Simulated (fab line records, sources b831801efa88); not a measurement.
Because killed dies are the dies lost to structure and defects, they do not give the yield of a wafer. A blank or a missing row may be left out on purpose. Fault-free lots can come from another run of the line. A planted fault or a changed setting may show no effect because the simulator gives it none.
Which tool was responsible? + flow sfq-line + 14 lots, 42 wafers sampled, at 1 step of a route of 325

## WHAT EACH GAUGE READ, for each wafer
No reading from a measuring or inspecting step in the record can be judged against a usual standard deviation.

## TOOL THAT RAN EACH LOT (tool first, then ch and the chambers of the sampled wafers, then the start)
| lot  | SFQ_TRILAYER_I7_CMP_CMP_184   |
|------|-------------------------------|
| L322 | cmp-01 ch 1,2,3, day 80 08:16 |
| L323 | cmp-01 ch 0,1,3, day 80 12:16 |
| L325 | cmp-01 ch 0,2,3, day 81 07:00 |
| L326 | cmp-02 ch 1,2,3, day 81 07:52 |
| L327 | cmp-01 ch 0,1,2, day 81 10:06 |
| L328 | cmp-02 ch 0,2,3, day 81 14:24 |
| L329 | cmp-02 ch 1,2, day 81 22:15   |
| L336 | cmp-01 ch 1,2,3, day 85 10:29 |
| L337 | cmp-02 ch 0,1, day 85 12:59   |
| L338 | cmp-01 ch 0,2,3, day 85 13:59 |
| L339 | cmp-01 ch 0,1,2, day 86 10:01 |
| L343 | cmp-01 ch 1,3, day 87 07:37   |
| L344 | cmp-01 ch 1,2,3, day 87 18:28 |
| L345 | cmp-01 ch 0,2, day 88 02:10   |
- SFQ_TRILAYER_I7_CMP_CMP_184: polishes SiO2.

## AS READ BY THE TOOLS THEMSELVES (means over the sampled wafers that have a number; for cases with no such wafer, the mark the record gives instead)
SFQ_TRILAYER_I7_CMP_CMP_184. Usual: motor-current-A 9.9 A, standard deviation 1.5; retaining-ring-pressure-frac 1.001, standard deviation 0.0051; time-to-endpoint-s 217 s, standard deviation 6.4.
| lot  | tool   | motor-current-A (A) | retaining-ring-pressure-frac | time-to-endpoint-s (s) | flag |
|------|--------|---------------------|------------------------------|------------------------|------|
| L322 | cmp-01 | 10.2                | 1.005                        | 213                    |      |
| L323 | cmp-01 | 8.7                 | 1.004                        | 219                    |      |
| L325 | cmp-01 | 9.9                 | 1.005                        | 183                    | OFF  |
| L326 | cmp-02 | 10.1                | 0.997                        | 219                    |      |
| L327 | cmp-01 | 10.3                | 0.995                        | 178                    | OFF  |
| L328 | cmp-02 | 10.7                | 1.003                        | 221                    |      |
| L329 | cmp-02 | 11.0                | 1.001                        | 227                    |      |
| L336 | cmp-01 | 10.2                | 1.004                        | 213                    |      |
| L337 | cmp-02 | 10.6                | 0.999                        | 211                    |      |
| L338 | cmp-01 | 9.6                 | 0.997                        | 204                    |      |
| L339 | cmp-01 | 9.3                 | 0.999                        | 219                    |      |
| L343 | cmp-01 | 9.2                 | 0.999                        | 210                    |      |
| L344 | cmp-01 | 10.0                | 1.000                        | 220                    |      |
| L345 | cmp-01 | 10.7                | 1.003                        | 217                    |      |

## THE ANSWER, worked out from the rows above alone
Rule: a lot is off if the mean of its wafers that have a number lies more than 3 standard deviations from the usual mean. Also off: a lot with no number at a reading for which 4 or more lots have one. The other lots that the step has rows for count as sound. The gauges are gone through in route order, then the tools' own readings, and for those a lot's mean is taken as printed above. At the first step where some lot is off, the reading lying furthest off is the one used; lots without a number count as furthest.
Off, at SFQ_TRILAYER_I7_CMP_CMP_184 on time-to-endpoint-s: L325, L327.
If a tool, at that step or one of the process steps before it, ran each lot that is off and ran no sound lot following the first of them, it fits. Of those tried, none fits.

## WHAT THE SIMULATOR HAD INSERTED
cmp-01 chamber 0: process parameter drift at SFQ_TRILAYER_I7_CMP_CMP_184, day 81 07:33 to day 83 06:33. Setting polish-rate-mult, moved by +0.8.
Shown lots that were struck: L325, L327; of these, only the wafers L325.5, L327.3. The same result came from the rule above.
